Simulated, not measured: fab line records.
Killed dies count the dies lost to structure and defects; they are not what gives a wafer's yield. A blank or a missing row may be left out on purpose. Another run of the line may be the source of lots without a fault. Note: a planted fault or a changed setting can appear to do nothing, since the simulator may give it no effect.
Struck lot and sound lot, side by side ; flow gf180mcu ; 25 out of 602 route steps
Sound: the wafers L756.1, L756.2, L756.4. Wafers L745.1, L745.5, L745.6 were the ones struck. The cause is named last.
Order at every step that has rows: each side's tool, ch and its chambers, its first start. Under that, the readings that differ: sound wafers ; struck wafers ; difference of the means ; sigmas: that difference in standard deviations of wafers without a fault.
alike: readings whose means differ by less than 2 such deviations, and words and numbers that are the same on both sides. not compared: withheld readings, readings that some wafer has no value for, bounds like >300 that may hide the same value, and numbers for which the record gives no deviation and whose values overlap.
A row with sigmas, a row that says differs or no value, or rows on one side alone: a step with any of these is where the two part. Numbers that have no deviation but don't overlap get no sigmas and don't part them. A reading that every wafer of one side lacks parts them only if that side has two wafers or more.

first, 1 step without rows for these wafers: GF_V4_CVD_23 (deposits W, target thk 350 nm, time 104.9 s).
GF_V4_RS_MEAS_24: measurement is done with a four-point probe.
  sound: film-metro-04 at day 29 23:36; struck: film-metro-02 at day 26 22:42
  alike: V4_W_RS
GF_V4_THK_MEAS_25: measures by xrf.
  sound: film-metro-04 at day 29 23:43; struck: film-metro-02 at day 26 22:49
  alike: V4_W_THK
then, 2 steps without rows for these wafers: GF_V4_CMP_26 (polishes, stops on SiO2, t overpolish 15 s, target thk 0 nm); GF_MIM_SPUTTER_00 (material Ti, target thk 37.5 nm, time 150 s).
GF_MIM_SPUTTER_01: material TiN, target thk 30 nm, time 25 s.
  sound: pvd-sputter-02 at day 30 00:22; struck: pvd-sputter-01 at day 26 23:17
  alike: cathode-dc-power-W, chamber-pressure-pa, throttle-valve-pct
GF_MIM_SPUTTER_02: material AlCu, target thk 450 nm, time 23.9 s.
  sound: pvd-sputter-02 at day 30 00:24; struck: pvd-sputter-01 at day 26 23:19
  alike: cathode-dc-power-W, chamber-pressure-pa, throttle-valve-pct
then, 1 step without rows for these wafers: GF_MIM_SPUTTER_03 (material Ti, target thk 10 nm, time 6.7 s).
GF_MIM_SPUTTER_04: material TiN, target thk 50 nm, time 41.7 s.
  sound: pvd-sputter-02 at day 30 00:27; struck: pvd-sputter-01 at day 26 23:22
  alike: cathode-dc-power-W, chamber-pressure-pa, throttle-valve-pct
GF_MIM_CVD_05: deposits Si3N4, target thk 42 nm, time 29.086 s.
  sound on pecvd-03 ch 0,1,2, day 30 00:29; struck on pecvd-04 ch 0,2, day 26 23:24
  alike: heater-power-w, temp-max-c
GF_MIM_THK_MEAS_06:
  sound: film-metro-02 at day 30 00:31; struck: film-metro-02 at day 26 23:26
  alike: MIM_CVD_05_THK
GF_MIM_SPUTTER_07: material TiN, target thk 60 nm, time 50 s.
  sound: pvd-sputter-03 at day 30 00:35; struck: pvd-sputter-03 at day 26 23:29
  alike: cathode-dc-power-W, chamber-pressure-pa, throttle-valve-pct
GF_MIM_SPUTTER_08: material AlCu, target thk 200 nm, time 10.6 s.
  sound: pvd-sputter-03 at day 30 00:37; struck: pvd-sputter-03 at day 26 23:32
  no value came back on the struck wafers for cathode-dc-power-W (W), chamber-pressure-pa (Pa), throttle-valve-pct (%); on the sound wafers cathode-dc-power-W (W) reads 10598 10603 10600
then, 1 step without rows for these wafers: GF_MIM_SPUTTER_09 (material TiN, target thk 35 nm, time 29.2 s).
GF_MIM_RS_MEAS_10: measurement is done with a four-point probe.
  sound: film-metro-03 at day 30 00:41; struck: film-metro-03 at day 26 23:35
reading;sound;struck;difference;sigmas
MIM_ALCU_RS (ohm/sq);0.1607 0.1611 0.1616;9.4532 9.3388 9.4042;+9.2376;+99 or more
GF_MIM_THK_MEAS_11: measures by xrf.
  sound: film-metro-03 at day 30 00:48; struck: film-metro-03 at day 26 23:43
reading;sound;struck;difference;sigmas
MIM_ALCU_THK (nm);196.5 198.1 197.1;<0.2 <0.2 <0.2;differs;
then, 7 steps without rows for these wafers: GF_MIM_DEHYDRATE_12 (time 60 s); GF_MIM_HMDS_13 (prime time 60 s); GF_MIM_COAT_14 (resist thk 1000 nm); GF_MIM_SOFTBAKE_15 (time 60 s); GF_MIM_EXPOSE_16 (exposes mask FuseTop, target cd 2000 nm); GF_MIM_PEB_17; GF_MIM_DEVELOP_18 (develop time 60 s).
GF_MIM_METAL_ETCH_19: etches the open film in Cl2/BCl3, stops on Si3N4, target depth 324.5 nm, time 54.1 s.
  sound on rie-metal-03 ch 0,1, day 30 18:39; struck on rie-metal-03 ch 0,1, day 27 19:33
reading;sound;struck;difference;sigmas
oes-product-au (a.u.);0.941 0.933 0.936;0.993 0.995 0.999;+0.059;+8
throttle-valve-pct (%);28.299 28.300 28.291;28.234 28.217 28.217;-0.074;-7
  alike: drypump-motor-current-A
  not compared: rf-hours-counter-h
then, 1 step without rows for these wafers: GF_MIM_STRIP_20 (strips in O2/N2).

WHERE THEY PART
At GF_MIM_SPUTTER_08 first; at GF_MIM_METAL_ETCH_19 last (within this record only).

WHY: whatever the simulator had introduced
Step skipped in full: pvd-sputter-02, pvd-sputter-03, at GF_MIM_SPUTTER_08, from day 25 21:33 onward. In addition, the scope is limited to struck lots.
